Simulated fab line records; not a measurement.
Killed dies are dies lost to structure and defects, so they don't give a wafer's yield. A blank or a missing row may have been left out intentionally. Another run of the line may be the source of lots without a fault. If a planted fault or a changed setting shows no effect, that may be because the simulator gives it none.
Comparing a struck lot with a sound one    flow gf180mcu    37 out of 602 route steps
Sound: the wafers L932.1, L932.3, L932.6. Struck: wafer L933.1. (L933.2, L933.6 of the same lot were not struck and are left out.) The cause comes at the end.
Order at every step that has rows: each side's tool, ch and its chambers, its first start. Under that, the readings that differ: sound wafers    struck wafers    difference of the means    sigmas: that difference in standard deviations of wafers without a fault.
alike: words and numbers the same on both sides, and readings whose means are apart by under 2 such deviations; not compared: readings that were withheld, readings missing a value for some wafer, numbers with overlapping values and no deviation given by the record, and bounds like >300 which may hide the same value.
The two part at a step that has a row with sigmas, a row that says differs or no value, or rows on one side only. Non-overlapping numbers with no deviation appear without sigmas and do not part them. A reading missing from all wafers of one side parts the sides only when that side holds two or more wafers.

first, 2 steps without rows for these wafers: GF_M1_PEB_12 (peb time 90 s); GF_M1_DEVELOP_13 (develop time 60 s).
GF_M1_CD_MEAS_14 targets a cd of 230 nm.
  sound on cdSem-01 at day 19 19:17; struck on cdSem-01 at day 20 05:23
  alike: cdNm
GF_M1_OVL_MEAS_15:
  sound on overlay-02 at day 19 20:17; struck on overlay-01 at day 20 05:31
  alike: M1_OVL
GF_M1_METAL_ETCH_16: etches the open film in Cl2/BCl3, stops on SiO2, target depth 627.5 nm, time 104.6 s.
  sound on rieMetal-03 ch 0,1, day 19 20:19; struck on rieMetal-01 ch 0, day 20 05:33
reading                   sound        struck  difference  sigmas
drypumpMotorCurrentA (A)  5.1 5.5 5.1  6.3     +1.1        +3
  alike: oesProductAu, throttleValvePct
  not compared: rfHoursCounterH
GF_M1_STRIP_17: strips in O2/N2.
  sound on plasmaAsher-04 ch 0,1, day 19 20:25; struck on plasmaAsher-04 ch 0, day 20 05:40
  alike: drypumpMotorCurrentA, heaterPowerW, oesProductAu, stripTimeToEndpointS
  not compared: rfHoursCounterH
then, 3 steps without rows for these wafers: GF_M1_STRIP_18 (strips in post etch residue remover, time 1200 s); GF_M1_CLEAN_19 (cleans in DIW); GF_V1_CVD_00 (deposits SiO2, target thk 600 nm, time 100 s).
GF_V1_THK_MEAS_01:
  sound on filmMetro-01 at day 19 21:02; struck on filmMetro-01 at day 20 06:16
  alike: V1_CVD_00_THK
then, 1 step without rows for these wafers: GF_V1_CVD_02 (deposits SiO2 from TEOS, target thk 850 nm, time 94.851 s).
GF_V1_THK_MEAS_03:
  sound on filmMetro-01 at day 19 21:10; struck on filmMetro-03 at day 20 06:23
  alike: V1_CVD_02_THK
GF_V1_CMP_04: polishes SiO2.
  sound on cmp-02 ch 2,3, day 19 21:13; struck on cmp-01 ch 0, day 20 06:27
reading                             sound            struck  difference  sigmas
timeToEndpointS (s)                 83 77 88         23      -60         -10
model.SiO2_of_V1_CVD_02.thkNm (nm)  634 633.5 632.6  790.6   +157.2      
  alike: motorCurrentA, retainingRingPressureFrac
GF_V1_BOW_MEAS_05:
  sound on filmMetro-03 at day 19 21:31; struck on filmMetro-01 at day 20 06:45
  alike: V1_BOW
then, 8 steps without rows for these wafers: GF_V1_DEHYDRATE_06 (time 60 s); GF_V1_HMDS_07 (prime time 60 s); GF_V1_COAT_08; GF_V1_COAT_09 (resist thk 1000 nm); GF_V1_SOFTBAKE_10 (time 60 s); GF_V1_EXPOSE_11 (exposes mask Via1, target cd 260 nm); GF_V1_PEB_12 (peb time 90 s); GF_V1_DEVELOP_13 (develop time 60 s).
GF_V1_CD_MEAS_14 targets a cd of 260 nm.
  sound on cdSem-01 at day 20 22:13; struck on cdSem-01 at day 21 06:14
  alike: cdNm
GF_V1_OVL_MEAS_15:
  sound on overlay-02 at day 20 22:20; struck on overlay-02 at day 21 06:21
  alike: V1_OVL
GF_V1_ETCH_16: etches BARC in N2/H2.
  sound on rieDiel-03 ch 2,3, day 20 22:22; struck on rieDiel-03 ch 0, day 21 06:23
  alike: drypumpMotorCurrentA, oesProductAu, throttleValvePct
GF_V1_ETCH_17: etches SiO2 in C4F8/O2/Ar, stops on TiN, target depth 630 nm.
  sound: rieDiel-03 ch 2,3; struck: rieDiel-03 ch 0
reading                       sound              struck  difference  sigmas
oesProductAu (a.u.)           0.849 0.861 0.855  0.973   +0.118      +27
model.V1.featureDepthNm (nm)  634 633.5 632.6    790.6   +157.2      
model.etch.depthNm (nm)       634 633.5 632.6    790.6   +157.2      
then, 4 steps without rows for these wafers: GF_V1_STRIP_18 (strips in O2/N2); GF_V1_STRIP_19 (strips in post etch residue remover, time 1200 s); GF_V1_CLEAN_20 (cleans in DIW); GF_V1_SPUTTER_21 (material Ti, target thk 15 nm, time 80.02 s).
GF_V1_SPUTTER_22: material TiN, target thk 10 nm, time 40 s.
  sound on pvdSputter-02 at day 20 23:05; struck on pvdSputter-01 at day 21 07:06
reading               sound           struck  difference  sigmas
throttleValvePct (%)  30.0 29.9 31.5  28.2    -2.3        -2
GF_V1_CVD_23: deposits W, target thk 350 nm, time 105.05 s.
  sound on cvdW-01 ch 0,1, day 20 23:07; struck on cvdW-02 ch 1, day 21 07:08
  alike: heaterPowerW
GF_V1_RS_MEAS_24: uses a four-point probe to measure.
  sound on filmMetro-02 at day 20 23:14; struck on filmMetro-01 at day 21 07:16
  alike: V1_W_RS
GF_V1_THK_MEAS_25: measures by xrf.
  sound on filmMetro-02 at day 20 23:22; struck on filmMetro-01 at day 21 07:23
  alike: V1_W_THK
GF_V1_CMP_26: polishes, stops on SiO2, t overpolish 15 s, target thk 0 nm.
  sound on cmp-01 ch 0,1,3, day 20 23:28; struck on cmp-01 ch 1, day 21 07:26
reading                             sound              struck  difference  sigmas
model.SiO2_of_V1_CVD_02.thkNm (nm)  630.2 629.7 628.8  786.9   +157.3      
  alike: motorCurrentA, retainingRingPressureFrac
then, 1 step without rows for these wafers: GF_M2_SPUTTER_00 (material Ti, target thk 37.5 nm, time 150 s).
-- the record jumps here: 10 days lie between the struck wafers' starts before and after (it left off in module M2 and takes up again in module PASSIVATION, whose first step shown is number 602 of the route) --
GF_PASSIVATION_PROBE_99:
  sound on prober-01 at day 31 04:51; struck on prober-02 at day 31 10:15
reading                      sound              struck  difference  sigmas
model.etest.via1Chain.rcOhm  6.354 6.515 6.531  8.41    +1.94       

WHERE THEY PART
Earliest at GF_M1_METAL_ETCH_16; latest, in this record, at GF_V1_SPUTTER_22. Later steps at which nothing parts them and some readings are alike: GF_V1_CVD_23, GF_V1_RS_MEAS_24, GF_V1_THK_MEAS_25, GF_V1_CMP_26.

WHY: what had been put in by the simulator
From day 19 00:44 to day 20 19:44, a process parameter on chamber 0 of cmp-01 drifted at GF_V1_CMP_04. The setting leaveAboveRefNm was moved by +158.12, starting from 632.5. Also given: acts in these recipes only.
